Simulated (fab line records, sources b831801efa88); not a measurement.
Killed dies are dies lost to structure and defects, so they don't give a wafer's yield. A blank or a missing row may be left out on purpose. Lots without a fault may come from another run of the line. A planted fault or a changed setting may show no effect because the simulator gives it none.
fab line records | flow gf180mcu
record lots=14 wafers=42 last_day=34
route steps=602 shown MVSD@73 DUAL_GATE@151 V2@398
lots that met no fault: from a run of the same line without faults
start_h: hours from the record's first day to the start of the lot's first wafer shown | wait_h: hours since the lot's step before | " the same as in the row above | L1.1+2: a row that stands for several wafers | - no value, or no start given | * or withheld: withheld | < > ~ a bound
route shown NAME@n: a module of which the file shows steps, and the number in the route of the first | usual: mean/standard deviation of fault-free wafers | same: alike in all rows | chamber/n: place in a boat | sites: the reading at each site | _std_site: their standard deviation | _edge_site: outer sites' mean less inner sites' | radius_mm: how far each site lies from the wafer's centre | mask NAME#n: copy n | behind: the tool/chamber that last shaped the wafer | hold: why the lot was held/for how many hours/how that ended | device: the transistor (n, p or np) that didn't switch | end of line: the same wafers' tests at the end of the route | a step without rows: its recipe alone | killed: dies lost to structure and defects at the first sort, not the wafer's yield | map: a wafer's dies, x killed, . not, _ none there
set.NAME: the setting as run; set.NAME@STEP: as run at that earlier step | model.NAME: the simulator's own value behind a step, which no gauge read
steps of the route over a sample of lots; a table a step, a row a wafer
services: from which hour (start_h, from the record's first day; less than 0 if before it) a tool's chamber was out of use, for how many hours, and why
## steps
# step GF_MVSD_OVL_MEAS_07
# usual MVSD_OVL=-0.3/1.5
# columns lot.wafer tool chamber start_h wait_h MVSD_OVL[nm]
L524.1 overlay-02 - 88.45 - -0.7
L524.4 " - " " -2.7
L524.6 " - " " -2.0
L526.3 overlay-01 - 98.94 - 1.1
L526.4 " - " " 0.1
L526.5 " - " " 2.0
L529.1 overlay-01 - 116.03 - 1.0
L529.5 " - " " 0.9
L529.6 " - " " 2.0
L530.3 overlay-01 - 120.64 - -0.1
L530.4 " - " " 1.7
L530.5 " - " " 1.7
L532.1 overlay-01 - 137.53 - -2.1
L532.3 " - " " 0.5
L532.4 " - " " -1.8
L534.1 overlay-02 - 150.33 - -0.9
L534.3 " - " " -1.3
L534.4 " - " " -0.7
L535.1 overlay-01 - 154.17 - -0.3
L535.4 " - " " 0.8
L535.6 " - " " -1.4
L536.1 overlay-02 - 159.45 - -0.1
L536.3 " - " " -0.6
L536.6 " - " " -1.0
L537.1 overlay-02 - 163.33 - -0.3
L537.2 " - " " -2.4
L537.4 " - " " -0.3
L542.1 overlay-02 - 192.53 - -3.2
L542.2 " - " " -4.1
L542.4 " - " " -4.7
L543.1 overlay-01 - 197.73 - 2.3
L543.2 " - " " 0.7
L543.4 " - " " -0.2
L544.1 overlay-01 - 203.85 - 0.7
L544.2 " - " " 1.5
L544.3 " - " " 0.4
L545.2 overlay-02 - 207.13 - -2.3
L545.4 " - " " -0.3
L545.6 " - " " -2.2
L546.2 overlay-01 - 217.33 - -0.2
L546.4 " - " " -1.8
L546.5 " - " " -1.6
# step GF_DUAL_GATE_DEVELOP_10
# recipe develop_time_s=60 dev_temp_c=23
# usual chill_plate_temp_C=23.01/0.11 develop_time_s=60/0
# columns lot.wafer tool chamber start_h wait_h chill_plate_temp_C develop_time_s
L524.1 litho_track-04 0 181.80 0.1 23.00 60
L524.4 " 0 " " 23.02 60
L524.6 " 0 " " 23.01 60
L526.3 litho_track-01 0 194.17 0.1 22.89 60
L526.4 " 0 " " 23.02 60
L526.5 " 0 " " 23.04 60
L529.1 litho_track-02 0 216.23 0.1 23.10 60
L529.5 " 0 " " 22.97 60
L529.6 " 0 " " 23.09 60
L530.3 litho_track-02 0 222.88 0.1 22.91 60
L530.4 " 0 " " 22.83 60
L530.5 " 0 " " 22.98 60
L532.1 litho_track-01 0 242.57 0.1 23.06 60
L532.3 " 0 " " 23.10 60
L532.4 " 0 " " 23.00 60
L534.1 litho_track-04 0 258.70 0.1 22.91 60
L534.3 " 0 " " 23.01 60
L534.4 " 0 " " 22.96 60
L535.1 litho_track-04 0 264.70 0.1 22.84 60
L535.4 " 0 " " 22.96 60
L535.6 " 0 " " 22.80 60
L536.1 litho_track-02 - 268.72 0.1 - -
L536.3 " - " " - -
L536.6 " - " " - -
L537.1 litho_track-01 - 274.16 0.1 - -
L537.2 " - " " - -
L537.4 " - " " - -
L542.1 litho_track-01 0 308.11 0.1 23.20 60
L542.2 " 0 " " 23.06 60
L542.4 " 0 " " 23.15 60
L543.1 litho_track-04 0 312.90 0.1 23.08 60
L543.2 " 0 " " 23.00 60
L543.4 " 0 " " 22.94 60
L544.1 litho_track-01 0 320.46 0.1 23.16 60
L544.2 " 0 " " 23.12 60
L544.3 " 0 " " 23.18 60
L545.2 litho_track-04 0 325.02 0.1 22.99 60
L545.4 " 0 " " 23.06 60
L545.6 " 0 " " 22.92 60
L546.2 litho_track-01 0 337.39 0.1 22.98 60
L546.4 " 0 " " 22.96 60
L546.5 " 0 " " 22.90 60
# step GF_V2_ETCH_16
# recipe chemistry=N2/H2 target_depth_a=withheld overetch_a=withheld time_s=withheld target=BARC ion_energy_ev=200 source_w=500 bias_w=100 pressure_mtorr=30 n2_flow_sccm=100 h2_flow_sccm=200
# usual chamber_pressure_mTorr=30.000/0.027 drypump_motor_current_A=5.8/0.38 oes_product_au=0.855/0.0045 rf_fwd_power_W=494.3/2.1 throttle_valve_pct=13.224/0.0077
# columns lot.wafer tool chamber start_h wait_h chamber_pressure_mTorr drypump_motor_current_A oes_product_au rf_fwd_power_W throttle_valve_pct
L524.1 rie_diel-01 1 469.03 0.0 30.021 6.1 0.850 493.2 13.225
L524.4 " 3 " " 29.998 5.7 0.856 494.9 13.224
L524.6 " 0 " " 29.989 6.3 0.853 492.0 13.223
L526.3 rie_diel-02 1 486.68 0.0 30.028 6.1 0.860 496.3 13.218
L526.4 " 0 " " 30.039 5.7 0.855 498.1 13.214
L526.5 " 1 " " 30.012 6.1 0.853 494.9 13.224
L529.1 rie_diel-02 1 518.13 0.0 30.008 6.2 0.861 493.5 13.237
L529.5 " 2 " " 30.006 5.9 0.856 495.3 13.222
L529.6 " 3 " " 29.939 5.6 0.864 495.1 13.220
L530.3 rie_diel-01 2 527.23 0.0 30.072 6.0 0.859 493.6 13.217
L530.4 " 3 " " 29.972 5.8 0.855 495.6 13.230
L530.5 " 2 " " 30.005 6.0 0.855 494.0 13.215
L532.1 rie_diel-01 0 555.07 0.0 29.993 6.3 0.848 492.0 13.223
L532.3 " 3 " " 30.034 5.8 0.860 497.3 13.216
L532.4 " 1 " " 29.969 6.1 0.859 491.6 13.228
L534.1 rie_diel-03 3 566.65 0.0 29.990 6.0 0.853 492.7 13.231
L534.3 " 1 " " 30.034 4.9 0.856 494.2 13.242
L534.4 " 0 " " 30.024 5.6 0.859 497.4 13.231
L535.1 rie_diel-03 2 575.43 0.0 30.040 6.2 0.851 494.8 13.220
L535.4 " 0 " " 29.970 5.7 0.849 495.4 13.232
L535.6 " 0 " " 30.013 5.7 0.860 494.1 13.228
L542.1 rie_diel-01 1 619.37 0.0 29.974 6.1 0.860 493.2 13.216
L542.2 " 2 " " 30.038 6.0 0.852 490.1 13.230
L542.4 " 3 " " 29.968 5.8 0.855 496.4 13.222
L543.1 rie_diel-03 3 625.07 0.0 29.986 6.0 0.854 495.3 13.233
L543.2 " 0 " " 29.995 5.7 0.854 497.5 13.219
L543.4 " 1 " " 29.973 5.0 0.849 493.8 13.221
L544.1 rie_diel-02 3 633.47 0.0 29.998 5.6 0.856 495.3 13.213
L544.2 " 2 " " 29.993 5.9 0.860 498.2 13.220
L544.3 " 1 " " 29.974 6.1 0.860 494.2 13.238
L545.2 rie_diel-02 2 638.02 0.0 29.980 5.9 0.857 496.3 13.244
L545.4 " 1 " " 30.007 6.1 0.856 493.1 13.234
L545.6 " 0 " " 30.036 5.7 0.855 496.0 13.209
L546.2 rie_diel-03 2 649.32 0.0 29.986 6.2 0.855 492.9 13.218
L546.4 " 1 " " 29.956 4.9 0.853 491.5 13.238
L546.5 " 1 " " 30.033 4.9 0.853 492.0 13.219
# step GF_V2_SPUTTER_22
# recipe material=TiN target_thk_nm=10 chamber_pressure_pa=5 power_w=4000 time_s=40
# usual throttle_valve_pct=30.1/1.1
# columns lot.wafer tool chamber start_h wait_h throttle_valve_pct
L524.1 pvd_sputter-01 - 469.84 0.0 29.4
L524.4 " - " " 29.0
L524.6 " - " " 29.4
L526.3 pvd_sputter-01 - 487.40 0.0 29.7
L526.4 " - " " 29.0
L526.5 " - " " 29.7
L529.1 pvd_sputter-03 - 518.85 0.0 29.1
L529.5 " - " " 28.1
L529.6 " - " " 28.8
L530.3 pvd_sputter-02 - 527.95 0.0 29.7
L530.4 " - " " 30.6
L530.5 " - " " 30.8
L532.1 pvd_sputter-03 - 555.79 0.0 31.5
L532.3 " - " " 29.1
L532.4 " - " " 31.4
L534.1 pvd_sputter-01 - 567.37 0.0 29.8
L534.3 " - " " 29.4
L534.4 " - " " 29.2
L535.1 pvd_sputter-02 - 576.18 0.0 30.2
L535.4 " - " " 30.9
L535.6 " - " " 30.6
L542.1 pvd_sputter-01 - 620.14 0.0 29.3
L542.2 " - " " 29.4
L542.4 " - " " 29.5
L543.1 pvd_sputter-03 - 625.80 0.0 31.7
L543.2 " - " " 27.9
L543.4 " - " " 31.7
L544.1 pvd_sputter-02 - 634.19 0.0 30.2
L544.2 " - " " 29.7
L544.3 " - " " 30.7
L545.2 pvd_sputter-02 - 638.74 0.0 32.3
L545.4 " - " " 30.6
L545.6 " - " " 30.5
L546.2 pvd_sputter-02 - 650.05 0.0 29.9
L546.4 " - " " 31.0
L546.5 " - " " 30.3
## services
# columns tool chamber start_h hours kind
rie_diel-02 3 173.96 16.8 repair
rie_diel-03 1 190.95 7.2 repair
rie_diel-03 1 230.22 6.4 repair
rie_diel-02 0 254.31 7.0 repair
rie_diel-02 1 257.80 2.5 repair
rie_diel-01 - 270.15 0.6 repair
rie_diel-01 3 294.43 10.5 repair
rie_diel-02 3 308.44 7.4 repair
rie_diel-01 1 313.24 9.3 repair
rie_diel-03 - 327.78 0.3 repair
rie_diel-01 - 339.74 0.5 repair
pvd_sputter-02 - 353.29 4.3 repair
rie_diel-03 - 377.10 0.2 repair
rie_diel-02 0 380.35 2.8 repair
rie_diel-01 - 385.99 2.8 pm
rie_diel-02 3 428.31 3.6 repair
rie_diel-03 3 448.74 26.8 repair
rie_diel-01 0 458.80 6.7 repair
rie_diel-01 - 474.51 0.6 repair
pvd_sputter-02 - 520.04 7.6 repair
pvd_sputter-01 - 551.19 1.7 repair
rie_diel-01 2 551.94 7.4 repair
pvd_sputter-02 - 588.61 5.6 repair
pvd_sputter-02 - 592.64 1.5 repair
## key
first_sign step=GF_DUAL_GATE_DEVELOP_10 reading=tool_record direction=missing
effect none on later readings
met_at GF_DUAL_GATE_DEVELOP_10
struck_lots L536,L537
later_rows_left_out L536.1,L536.3,L536.6,L537.1,L537.2,L537.4
sort_left_out L536.1,L536.3,L536.6,L537.1,L537.2,L537.4
tester_left_out L536,L537
not_acting_at GF_MVSD_OVL_MEAS_07,GF_V2_ETCH_16,GF_V2_SPUTTER_22
onset_between 242.57 268.72
fault kind=skipped_step_whole tool=litho_track-01,litho_track-02 chamber=- onset_h=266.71 steps=GF_DUAL_GATE_DEVELOP_10 scope=struck_lots_only
# tester_left_out: of these lots the tester's yield and bins aren't shown, on N5 and GAA mostly nor the transistor test; their killed dies are dies lost to structure and defects alone, not to doping, threshold or leakage, so they don't give the yield
# sort_left_out: the simulated sort isn't trusted on such a fault, so these wafers' sort isn't shown, and their yield isn't known
# later_rows_left_out: the simulator's readings of these wafers behind a module that went badly wrong aren't trusted and aren't shown, but for the sort
